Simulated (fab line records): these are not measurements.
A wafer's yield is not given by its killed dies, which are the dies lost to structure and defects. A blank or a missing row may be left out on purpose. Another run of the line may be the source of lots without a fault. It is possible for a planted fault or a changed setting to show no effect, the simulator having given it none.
A struck lot beside a sound one || flow sky130 || 15 out of 708 route steps
Sound: wafers L624.1, L624.3, L624.4. The struck wafers were L628.1, L628.4, L628.5. The cause comes at the end.
At each step with rows: each side's tool, then ch and its chambers, then its first start. Under that, the readings that differ: sound wafers || struck wafers || difference of the means || sigmas: that difference in standard deviations of wafers without a fault.
alike: a reading whose means differ by less than 2 such deviations, as well as words and numbers matching on both sides. not compared: withheld readings; readings where some wafer has no value; bounds like >300 that might hide an equal value; numbers whose values overlap and for which the record gives no deviation.
The two part at a step that has a row with sigmas, a row that says differs or no value, or rows on one side only. Non-overlapping numbers with no deviation appear without sigmas and do not part them. Lack of a reading on every wafer of one side parts them only where that side has two or more wafers.

SKY_NWELL_RS_MEAS_29: uses a four-point probe to measure.
  struck on film-metro-01, day 7 14:56; sound on film-metro-04, day 6 19:37
  alike: NWELL_RS
SKY_NWELL_RS_MEAS_31: uses a four-point probe to measure.
  struck on film-metro-01, day 7 15:10; sound on film-metro-04, day 6 19:52
{"reading": "PWDE_RS (ohm/sq)", "sound": "5258 5252 5278", "struck": "5293 5301 5291", "difference": "+32", "sigmas": "+2"}
then, 7 steps without rows for these wafers: SKY_VT_ADJUST_HVTP_DEHYDRATE_00 (time 60 s); SKY_VT_ADJUST_HVTP_HMDS_01 (prime time 60 s); SKY_VT_ADJUST_HVTP_COAT_02 (resist thk 1140 nm); SKY_VT_ADJUST_HVTP_SOFTBAKE_03 (time 60 s); SKY_VT_ADJUST_HVTP_EXPOSE_04 (exposes mask HVTPM, target cd 380 nm); SKY_VT_ADJUST_HVTP_PEB_05; SKY_VT_ADJUST_HVTP_DEVELOP_06 (develop time 60 s).
SKY_VT_ADJUST_HVTP_CD_MEAS_07: the cd target is 380 nm.
  struck on cd-sem-02, day 8 11:42; sound on cd-sem-01, day 7 15:03
  alike: cd-nm
SKY_VT_ADJUST_HVTP_OVL_MEAS_08:
  struck on overlay-01, day 8 11:49; sound on overlay-02, day 7 15:10
  alike: VT_ADJUST_HVTP_OVL
SKY_VT_ADJUST_HVTP_IMPLANT_09:
  sound on implanter-04 ch 0, day 7 15:12; struck on implanter-04 ch 0, day 8 11:51
{"reading": "dose-ions-cm2", "sound": "4.305e+12 4.3e+12 4.299e+12", "struck": "6.627e+12 6.63e+12 6.624e+12", "difference": "+2.326e+12", "sigmas": "+99 or more"}
{"reading": "faraday-current-uA", "sound": "23.7 23.4 23.5", "struck": "38.1 37.9 36.9", "difference": "+14.1", "sigmas": "+29"}
SKY_VT_ADJUST_HVTP_STRIP_10: strips in O2/N2.
  sound on plasma-asher-03 ch 0,1, day 7 15:21; struck on plasma-asher-02 ch 0,1, day 8 12:00
{"reading": "strip-time-to-endpoint-s (s)", "sound": "14.24 14.19 14.24", "struck": "14.13 14.08 14.14", "difference": -0.11, "sigmas": -2}
  alike: drypump-motor-current-A, oes-product-au
  not compared: rf-hours-counter-h
SKY_VT_ADJUST_HVTP_TW_MEAS_11:
  struck on film-metro-01, day 8 12:20; sound on film-metro-02, day 7 15:27
{"reading": "VT_ADJUST_HVTP_TW", "sound": "1335 1340 1343", "struck": "1534 1524 1524", "difference": "+188", "sigmas": "+31"}
  not compared: hold
-- a jump in the record: the struck wafers' starts before and after are 40 days apart (it breaks off in module VT_ADJUST_HVTP and resumes in module PAD_OPEN, where the first step shown is number 708 of the route) --
SKY_PAD_OPEN_PROBE_99:
  struck on prober-02, day 48 06:13; sound on prober-02, day 47 08:52
{"reading": "hold", "sound": "- - -", "struck": "await-dispo/3.5h/release await-dispo/3.5h/release await-dispo/3.5h/release", "difference": "no value on the sound wafers", "sigmas": ""}
{"reading": "model.etest.tip-p.rs-ohm-sq", "sound": "6988 6988 6947", "struck": "8152 8109 8241", "difference": "+1193", "sigmas": ""}
{"reading": "model.etest.pfet_01v8.r-on-ohm-um", "sound": "2902 2881 2891", "struck": "3380 3316 3385", "difference": "+469", "sigmas": ""}
{"reading": "model.etest.pfet_01v8.drive-ua-um", "sound": "190.3 193.3 193.9", "struck": "146.2 148.8 145.4", "difference": -45.7, "sigmas": ""}
{"reading": "model.etest.pfet_01v8_mvt.drive-ua-um", "sound": "150.3 152.1 150.4", "struck": "110.5 112 110.2", "difference": -40.0, "sigmas": ""}
{"reading": "model.etest.pfet_01v8_hvt.drive-ua-um", "sound": "141.9 145.3 145.6", "struck": "113.2 116 113.8", "difference": -29.9, "sigmas": ""}
{"reading": "model.etest.sram-pfet-latch.drive-ua-um", "sound": "145.6 142.6 139.9", "struck": "117.3 112.6 114.9", "difference": -27.8, "sigmas": ""}
{"reading": "model.etest.ring_1v8.delay-ps", "sound": "21.6 21.19 21.12", "struck": "25.38 24.59 25.23", "difference": "+3.76", "sigmas": ""}
{"reading": "model.etest.pfet_01v8.off-log10-a-um", "sound": "-9.985 -10.03 -9.82", "struck": "-12.9 -12.83 -12.87", "difference": -2.9, "sigmas": ""}
  alike: killed_at_M0_to_M3, killed_at_M4_up, killed-at-contacts, killed-at-front-end, killed-at-other, killed-dies, killed-open, killed-short

WHERE THEY PART
Earliest at SKY_NWELL_RS_MEAS_31; latest, in this record, at SKY_PAD_OPEN_PROBE_99.

WHY: what the simulator had put in
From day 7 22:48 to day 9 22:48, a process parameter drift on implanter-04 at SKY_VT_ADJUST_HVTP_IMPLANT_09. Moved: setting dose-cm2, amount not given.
